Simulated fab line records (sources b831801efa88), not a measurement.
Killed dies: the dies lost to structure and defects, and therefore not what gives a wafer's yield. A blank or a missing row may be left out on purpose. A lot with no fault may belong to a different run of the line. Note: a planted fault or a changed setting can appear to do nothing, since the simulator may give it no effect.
Code-filled problem report in 8D (eight disciplines) form    flow sky130    the parts of the form that need people (team, actions taken, sign-off) are left out

1. PROBLEM STATEMENT
VIA4_W_RS at SKY_VIA4_RS_MEAS_19 reads a mean of 0.140 ohm/sq on 4 wafers of 2 lots; wafers without a fault read 0.227 ohm/sq with a standard deviation of 0.0031. That is -28 standard deviations from the usual mean.
The step: measures by four-point-probe.
Earliest sighting: wafer L441.2 on filmMetro-02 at day 50 05:29. At this step, 18 wafers from 6 lots have a number in the record. By rule, "out" or "out of limits" means more than 4 standard deviations away from the usual mean. Any other wafer with a number is counted as sound.

2. WHAT THIS IS AND IS NOT
question                     is                              is not
which readings at this step  VIA4_W_RS                       -
which lots                   L441, L442                      L429, L440, L444, L449
which wafers of those lots   L441.2, L441.6, L442.2, L442.6  L441.1, L442.5
read on which gauges         filmMetro-02, filmMetro-04      -
when                         from day 50 05:29               up to then (7 sound wafers); but 7 sound wafers of L442, L444, L449 came after

3. THE SUSPECTS, EACH WITH WHAT RULES IT OUT
Counting: any tool at a process step up to the reading remains a suspect provided it ran every lot that is out. Sound lots after the first of them don't rule it out here, since some wafers of a struck lot are sound.
- the gauge at SKY_VIA4_RS_MEAS_19 has been ruled out. The wafers that are out were read on 2 gauges (filmMetro-02, filmMetro-04).
- plasmaAsher-04 at SKY_VIA4_STRIP_13 (strips in O2/N2): kept. It ran every lot that is out, first L441 (day 50 04:41).
- cvdW-01 at SKY_VIA4_CVD_18 (deposits W, target thk 505 nm, time 152.14 s): kept. It processed each lot that is out (first: L441, day 50 05:20); up to then, its last sound lot is L440 (day 49 20:33).
What counting leaves: plasmaAsher-04 at SKY_VIA4_STRIP_13 and cvdW-01 at SKY_VIA4_CVD_18.

4. THE CAUSE (what the simulator had put in)
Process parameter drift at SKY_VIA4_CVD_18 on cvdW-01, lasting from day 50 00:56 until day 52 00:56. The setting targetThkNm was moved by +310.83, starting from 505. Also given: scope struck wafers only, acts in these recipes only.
Of the 2 suspects that counting leaves, this tool is one.

5. THE EFFECT CHAIN, in route order
One row per reading whose mean, taken over the struck wafers that have a number, lies over 3 standard deviations from the usual. Only readings whose record carries a usual standard deviation are examined. hours: median over the lots of the time between each lot's start at the first step of this table that gives one and its start at this step. sigmas: the change, counted in usual standard deviations.
hours  step                  reading          usual         on struck wafers  change  sigmas
0      SKY_VIA4_RS_MEAS_19   VIA4_W_RS        0.227 ohm/sq  0.140             -0.087  -28
0      SKY_VIA4_THK_MEAS_20  VIA4_W_THK       491 nm        786               +295    +41
0      SKY_VIA4_CMP_21       timeToEndpointS  124 s         200               +76     +11
It contains these process steps:
- SKY_VIA4_CMP_21: polishes, stops on SiO2, t overpolish 25 s, target thk 0 nm.

6. HOW IT WOULD HAVE BEEN CAUGHT EARLIER
In this record the first reading out of limits at a measuring or inspecting step was taken at day 50 05:29, 5 hours after the fault began at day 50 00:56.
An alarm limit of 4 standard deviations would not have fired on the tool readings at SKY_VIA4_CVD_18 for which the record gives a usual standard deviation, since none of them was out on any struck wafer.
Of the lots that are out (2), L442 began SKY_VIA4_CVD_18 on cvdW-01 after day 50 05:29. Putting the tool on hold at that point would have spared it.
